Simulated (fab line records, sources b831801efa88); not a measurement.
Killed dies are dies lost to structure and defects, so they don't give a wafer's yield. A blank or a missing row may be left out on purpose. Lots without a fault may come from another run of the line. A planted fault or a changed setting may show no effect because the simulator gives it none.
fab line records | flow gf180mcu
record lots=13 wafers=39 last_day=34
route steps=602 shown POLY_GATE@162 M2@362 V2@404 M3@409
lots that met no fault: from a run of the same line without faults
start_h: hours from the record's first day to the start of the lot's first wafer shown | wait_h: hours since the lot's step before | " the same as in the row above | L1.1+2: a row that stands for several wafers | - no value, or no start given | * or withheld: withheld | < > ~ a bound
route shown NAME@n: a module of which the file shows steps, and the number in the route of the first | usual: mean/standard deviation of fault-free wafers | same: alike in all rows | chamber/n: place in a boat | sites: the reading at each site | _std_site: their standard deviation | _edge_site: outer sites' mean less inner sites' | radius_mm: how far each site lies from the wafer's centre | mask NAME#n: copy n | behind: the tool/chamber that last shaped the wafer | hold: why the lot was held/for how many hours/how that ended | device: the transistor (n, p or np) that didn't switch | end of line: the same wafers' tests at the end of the route | a step without rows: its recipe alone | killed: dies lost to structure and defects at the first sort, not the wafer's yield | map: a wafer's dies, x killed, . not, _ none there
set.NAME: the setting as run; set.NAME@STEP: as run at that earlier step | model.NAME: the simulator's own value behind a step, which no gauge read
steps of the route over a sample of lots; a table a step, a row a wafer
services: from which hour (start_h, from the record's first day; less than 0 if before it) a tool's chamber was out of use, for how many hours, and why
## steps
# step GF_POLY_GATE_COAT_05
# recipe resist=KrF spin_rpm=withheld resist_thk_nm=700
# usual exhaust_pa=45.1/0.87
# columns lot.wafer tool chamber start_h wait_h exhaust_pa
L111.1 litho_track-01 0 186 - 46.2
L111.2 " 0 " " 45.0
L111.3 " 0 " " 44.8
L112.1 litho_track-01 0 197 - 45.5
L112.2 " 0 " " 45.2
L112.6 " 0 " " 45.7
L113.1 litho_track-03 0 203 - 44.4
L113.2 " 0 " " 44.7
L113.4 " 0 " " 43.3
L114.1 litho_track-01 0 208 - 46.4
L114.3 " 0 " " 46.9
L114.6 " 0 " " 47.1
L116.1 litho_track-02 0 218 - 44.2
L116.4 " 0 " " 45.9
L116.5 " 0 " " 45.2
L117.3 litho_track-03 0 225 - 43.8
L117.4 " 0 " " 43.3
L117.6 " 0 " " 44.3
L118.1 litho_track-03 0 231 - 45.4
L118.2 " 0 " " 45.4
L118.6 " 0 " " 45.3
L119.2 litho_track-02 0 241 - 44.4
L119.3 " 0 " " 44.9
L119.5 " 0 " " 45.0
L123.2 litho_track-01 0 265 - 44.7
L123.5 " 0 266 - 43.7
L123.6 " 0 " " 43.8
L126.2 litho_track-03 0 290 - 44.0
L126.3 " 0 " " 45.3
L126.5 " 0 " " 45.2
L130.1 litho_track-02 0 320 - 46.6
L130.3 " 0 321 - 45.3
L130.4 " 0 " " 46.6
L132.1 litho_track-01 0 342 - 43.9
L132.4 " 0 " " 44.4
L132.5 " 0 " " 45.1
L134.1 litho_track-03 0 350 - 45.2
L134.4 " 0 " " 44.3
L134.5 " 0 " " 44.1
# step GF_POLY_GATE_STRIP_14
# recipe chemistry=O2/N2 power_w=1400 pressure_mtorr=1500 platen_temp_c=250 o2_flow_sccm=3000 n2_flow_sccm=300 overash_fraction=0.5
# usual drypump_motor_current_A=5.7/0.51 heater_power_w=317/21 n2_flow_sccm=299.9/1 oes_product_au=0.505/0.0047
# columns lot.wafer tool chamber start_h wait_h drypump_motor_current_A heater_power_w n2_flow_sccm oes_product_au rf_hours_counter_h
L111.1 plasma_asher-02 0 195.36 0.0 5.3 326 301.3 0.508 8
L111.2 " 1 " " 6.6 298 299.0 0.508 8
L111.3 " 1 " " 6.6 301 300.0 0.509 -
L112.1 plasma_asher-02 1 206.17 0.0 6.6 300 299.3 0.500 10
L112.2 " 0 " " 5.3 316 301.2 0.503 10
L112.6 " 0 " " 5.3 316 300.4 0.503 -
L113.1 plasma_asher-03 1 212.39 0.0 5.1 297 300.0 0.500 55
L113.2 " 0 " " 5.8 342 300.0 0.505 55
L113.4 " 1 " " 5.1 286 299.3 0.509 -
L114.1 plasma_asher-04 1 217.39 0.0 6.0 335 299.1 0.505 57
L114.3 " 0 " " 5.8 316 298.3 0.508 -
L114.6 " 0 " " 5.8 310 298.6 0.497 -
L116.1 plasma_asher-03 0 227.91 0.0 5.8 346 300.1 0.509 56
L116.4 " 0 " " 5.8 346 300.3 0.507 -
L116.5 " 0 " " 5.8 339 301.1 0.506 -
L117.3 plasma_asher-03 1 235.47 0.1 5.0 287 300.6 0.501 -
L117.4 " 0 " " 5.8 339 301.0 0.497 -
L117.6 " 0 " " 5.8 343 299.8 0.502 -
L118.1 plasma_asher-02 1 240.87 0.0 6.6 298 300.4 0.508 14
L118.2 " 0 " " 5.3 322 299.5 0.508 14
L118.6 " 0 " " 5.3 325 298.7 0.500 -
L119.2 plasma_asher-03 0 251.02 0.0 5.8 346 300.7 0.508 58
L119.3 " 1 " " 5.0 286 300.1 0.510 -
L119.5 " 1 " " 5.0 294 298.6 0.508 -
L123.2 plasma_asher-02 0 275.94 0.0 5.3 332 300.0 0.506 17
L123.5 " 1 " " 6.6 302 300.7 0.510 -
L123.6 " 0 " " 5.3 326 299.2 0.507 -
L126.2 plasma_asher-02 1 300.54 0.0 6.6 297 299.7 0.512 20
L126.3 " 1 " " 6.6 301 300.7 0.500 -
L126.5 " 1 " " 6.6 301 300.8 0.509 -
L130.1 plasma_asher-04 1 331.76 0.0 6.0 336 300.0 0.509 69
L130.3 " 1 " " 6.0 331 300.4 0.527 -
L130.4 " 0 " " 5.8 312 298.2 0.527 -
L132.1 plasma_asher-02 1 353.24 0.0 6.6 296 300.2 0.502 26
L132.4 " 1 " " 6.6 298 298.9 0.500 -
L132.5 " 1 " " 6.6 295 300.3 0.504 -
L134.1 plasma_asher-03 0 362.21 0.0 5.8 347 300.5 0.503 70
L134.4 " 1 " " 5.1 286 300.2 0.506 -
L134.5 " 1 " " 5.1 284 301.7 0.505 -
# step GF_M2_SPUTTER_00
# recipe material=Ti target_thk_nm=37.5 arriving_ion_energy_ev=80 substrate_temp_c=200 chamber_pressure_pa=2 power_w=4000 time_s=150
# usual throttle_valve_pct=30.1/1
# columns lot.wafer tool chamber start_h wait_h throttle_valve_pct
L111.1 pvd_sputter-01 - 409.34 0.2 30.3
L111.2 " - " " 28.6
L111.3 " - " " 30.7
L112.1 pvd_sputter-03 - 421.24 0.2 29.0
L112.2 " - " " 28.7
L112.6 " - " " 29.1
L113.1 pvd_sputter-02 - 428.82 0.1 28.9
L113.2 " - " " 31.3
L113.4 " - " " 30.6
L114.1 pvd_sputter-01 - 440.02 0.1 28.4
L114.3 " - " " 30.9
L114.6 " - " " 31.0
L116.1 pvd_sputter-02 - 452.72 0.2 30.6
L116.4 " - " " 30.6
L116.5 " - " " 30.9
L117.3 pvd_sputter-01 - 465.06 0.2 29.3
L117.4 " - " " 28.8
L117.6 " - " " 31.1
L118.1 pvd_sputter-01 - 472.08 0.1 31.0
L118.2 " - " " 28.7
L118.6 " - " " 29.5
L119.2 pvd_sputter-01 - 480.87 0.1 30.7
L119.3 " - " " 28.6
L119.5 " - " " 30.7
L123.2 pvd_sputter-02 - 510.12 0.1 31.1
L123.5 " - " " 31.2
L123.6 " - " " 30.6
L126.2 pvd_sputter-01 - 540.96 0.1 28.6
L126.3 " - " " 29.7
L126.5 " - " " 29.9
L130.1 pvd_sputter-03 - 572.27 0.2 30.7
L130.3 " - " " 29.0
L130.4 " - " " 30.8
L132.1 pvd_sputter-01 - 595.29 0.2 29.0
L132.4 " - " " 29.5
L132.5 " - " " 30.9
L134.1 pvd_sputter-03 - 605.30 0.1 32.2
L134.4 " - " " 28.6
L134.5 " - " " 28.7
# step GF_V2_SPUTTER_22
# recipe material=TiN target_thk_nm=10 chamber_pressure_pa=5 power_w=4000 time_s=40
# usual throttle_valve_pct=30.0/0.86
# columns lot.wafer tool chamber start_h wait_h throttle_valve_pct
L111.1 pvd_sputter-01 - 459.65 0.0 29.8
L111.2 " - " " 30.9
L111.3 " - " " 29.4
L112.1 pvd_sputter-02 - 471.86 0.0 28.9
L112.2 " - " " 30.3
L112.6 " - " " 31.3
L113.1 pvd_sputter-01 - 479.88 0.0 28.9
L113.2 " - " " 29.8
L113.4 " - " " 31.0
L114.1 pvd_sputter-01 - 490.93 0.0 29.3
L114.3 " - " " 30.2
L114.6 " - " " 28.6
L116.1 pvd_sputter-04 - 503.06 0.0 29.8
L116.4 " - " " 30.2
L116.5 " - " " 29.0
L117.3 pvd_sputter-01 - 514.25 0.0 30.9
L117.4 " - " " 28.5
L117.6 " - " " 28.6
L118.1 pvd_sputter-04 - 521.25 0.0 30.4
L118.2 " - " " 30.4
L118.6 " - " " 29.5
L119.2 pvd_sputter-02 - 533.18 3.6 31.5
L119.3 " - " " 30.5
L119.5 " - " " 30.6
L123.2 pvd_sputter-01 - 556.63 0.0 28.8
L123.5 " - " " 28.5
L123.6 " - " " 29.8
L126.2 pvd_sputter-02 - 587.05 0.0 30.5
L126.3 " - " " 29.0
L126.5 " - " " 31.2
L130.1 pvd_sputter-02 - 615.96 0.0 31.2
L130.3 " - " " 30.2
L130.4 " - " " 30.8
L132.1 pvd_sputter-04 - 638.15 0.0 30.3
L132.4 " - " " 28.9
L132.5 " - " " 29.4
L134.1 pvd_sputter-02 - 649.37 0.0 28.8
L134.4 " - " " 30.4
L134.5 " - " " 31.3
# step GF_M3_SPUTTER_00
# recipe material=Ti target_thk_nm=37.5 arriving_ion_energy_ev=80 substrate_temp_c=200 chamber_pressure_pa=2 power_w=4000 time_s=150
# usual throttle_valve_pct=30.0/1.1
# columns lot.wafer tool chamber start_h wait_h throttle_valve_pct
L111.1 pvd_sputter-02 - 460.29 0.1 31.2
L111.2 " - " " 30.7
L111.3 " - " " 30.5
L112.1 pvd_sputter-04 - 472.50 0.2 29.7
L112.2 " - " " 28.5
L112.6 " - " " 30.2
L113.1 pvd_sputter-02 - 480.52 0.1 30.4
L113.2 " - " " 29.0
L113.4 " - " " 30.8
L114.1 pvd_sputter-02 - 491.56 0.2 31.1
L114.3 " - " " 29.2
L114.6 " - " " 31.3
L116.1 pvd_sputter-03 - 503.69 0.1 32.1
L116.4 " - " " 30.8
L116.5 " - " " 28.9
L117.3 pvd_sputter-03 - 514.89 0.1 32.3
L117.4 " - " " 28.9
L117.6 " - " " 28.6
L118.1 pvd_sputter-03 - 521.88 0.1 28.8
L118.2 " - " " 30.7
L118.6 " - " " 31.9
L119.2 pvd_sputter-04 - 533.81 0.1 29.5
L119.3 " - " " 30.5
L119.5 " - " " 30.5
L123.2 pvd_sputter-03 - 557.26 0.2 28.9
L123.5 " - " " 31.8
L123.6 " - " " 28.8
L126.2 pvd_sputter-04 - 587.68 0.2 30.2
L126.3 " - " " 28.8
L126.5 " - " " 28.6
L130.1 pvd_sputter-03 - 616.59 0.1 32.0
L130.3 " - " " 28.5
L130.4 " - " " 28.8
L132.1 pvd_sputter-02 - 638.78 0.1 31.2
L132.4 " - " " 30.7
L132.5 " - " " 31.2
L134.1 pvd_sputter-04 - 650.01 0.2 28.6
L134.4 " - " " 30.2
L134.5 " - " " 28.5
## services
# columns tool chamber start_h hours kind
plasma_asher-04 - 186.68 14.6 pm
pvd_sputter-03 - 194.41 5.8 repair
plasma_asher-04 - 208.98 0.4 repair
pvd_sputter-02 1 225.81 - consumable_replace:kit
pvd_sputter-03 - 228.15 4.9 repair
plasma_asher-03 - 230.41 1.5 repair
pvd_sputter-04 - 233.67 7.7 repair
plasma_asher-04 - 257.64 1.9 repair
plasma_asher-02 - 380.65 1.8 repair
pvd_sputter-03 - 407.24 5.0 repair
plasma_asher-04 - 421.25 9.0 pm
pvd_sputter-02 - 427.91 0.9 repair
plasma_asher-03 - 440.06 8.3 repair
pvd_sputter-02 - 463.98 2.9 repair
pvd_sputter-02 - 488.11 0.9 repair
pvd_sputter-01 - 530.51 1.1 repair
pvd_sputter-03 - 536.83 2.3 repair
plasma_asher-03 - 577.69 1.4 repair
plasma_asher-03 - 583.05 1.3 repair
pvd_sputter-03 - 588.24 3.9 repair
pvd_sputter-04 - 592.31 1.6 repair
plasma_asher-02 - 605.50 2.7 repair
plasma_asher-03 - 622.93 12.2 repair
plasma_asher-04 - 642.03 2.8 pm
## key
first_sign step=GF_POLY_GATE_STRIP_14 reading=oes_product_au direction=up sigmas=4.7 usual=0.505 struck=0.527
effect none on later readings
met_at GF_POLY_GATE_COAT_05
struck_lots L130
struck_wafers L130.3,L130.4
tester_left_out L130
not_acting_at GF_M2_SPUTTER_00,GF_V2_SPUTTER_22,GF_M3_SPUTTER_00
onset_between 241 320
fault kind=process_parameter_drift tool=litho_track-02 chamber=- onset_h=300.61 steps=GF_POLY_GATE_COAT_05 channel=resist_thk_nm offset=* shape=step end_h=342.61 scope=struck_wafers_only acts_in=* stated=*
# tester_left_out: of these lots the tester's yield and bins aren't shown, on N5 and GAA mostly nor the transistor test; their killed dies are dies lost to structure and defects alone, not to doping, threshold or leakage, so they don't give the yield
